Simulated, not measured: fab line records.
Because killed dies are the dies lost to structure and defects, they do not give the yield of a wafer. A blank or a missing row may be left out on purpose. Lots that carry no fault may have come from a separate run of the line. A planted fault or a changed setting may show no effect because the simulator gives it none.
The tool behind it: which one? | flow sky130 | Sampling: 6 lots, 18 wafers, 2 of 708 route steps

## WHAT EACH GAUGE READ, for each wafer
SKY_VT_ADJUST_HVTP_OVL_MEAS_08.
lot  | measured     | on         | VT_ADJUST_HVTP_OVL (nm)
L879 | day 6 06:33  | overlay-01 | -1.8 -1.6 -1.3
L881 | day 6 16:46  | overlay-02 | 0.4 -0.1 -1.6
L889 | day 9 03:31  | overlay-02 | -0.8 -2.2 -1.0
L892 | day 10 02:34 | overlay-02 | -1.8 -1.4 -2.0
L894 | day 11 04:35 | overlay-01 | -3.6 -0.5 -3.6
L898 | day 12 00:10 | overlay-01 | -2.2 -1.8 -1.5

## WHAT TOOL EACH LOT RAN ON (gives the tool, then ch and the chambers of the sampled wafers, and finally the start)
lot  | SKY_NWELL_EXPOSE_20
L879 | ilineStepper-02 ch 0, day 5 03:53
L881 | ilineStepper-01 ch 0, day 5 14:13
L889 | ilineStepper-02 ch 0, day 7 19:10
L892 | ilineStepper-02 ch 0, day 8 15:55
L894 | ilineStepper-01 ch 0, day 9 17:35
L898 | ilineStepper-01 ch 0, day 10 11:55
- SKY_NWELL_EXPOSE_20: exposes mask NWM COMPLEMENT, target cd 840 nm.

## THE ANSWER, worked out from the rows above alone
Rule: the usual values come from the lots themselves. Put in order of their means at a reading, lots are off if they are a third of the lots or fewer, leave a main group of 4 or more, and stand apart from it by a gap of 3 or more times the standard deviation of the main group's means; of several such gaps the widest counts. Not used: any main group whose means are identical at the precision the tables above print for the reading. Also off: a lot with no number at a reading for which 4 or more lots have one. All remaining lots with rows at the step are treated as sound.
Across all readings shown, no lot is off: no conclusion can be drawn from this.

## WHAT WAS PUT IN BY THE SIMULATOR
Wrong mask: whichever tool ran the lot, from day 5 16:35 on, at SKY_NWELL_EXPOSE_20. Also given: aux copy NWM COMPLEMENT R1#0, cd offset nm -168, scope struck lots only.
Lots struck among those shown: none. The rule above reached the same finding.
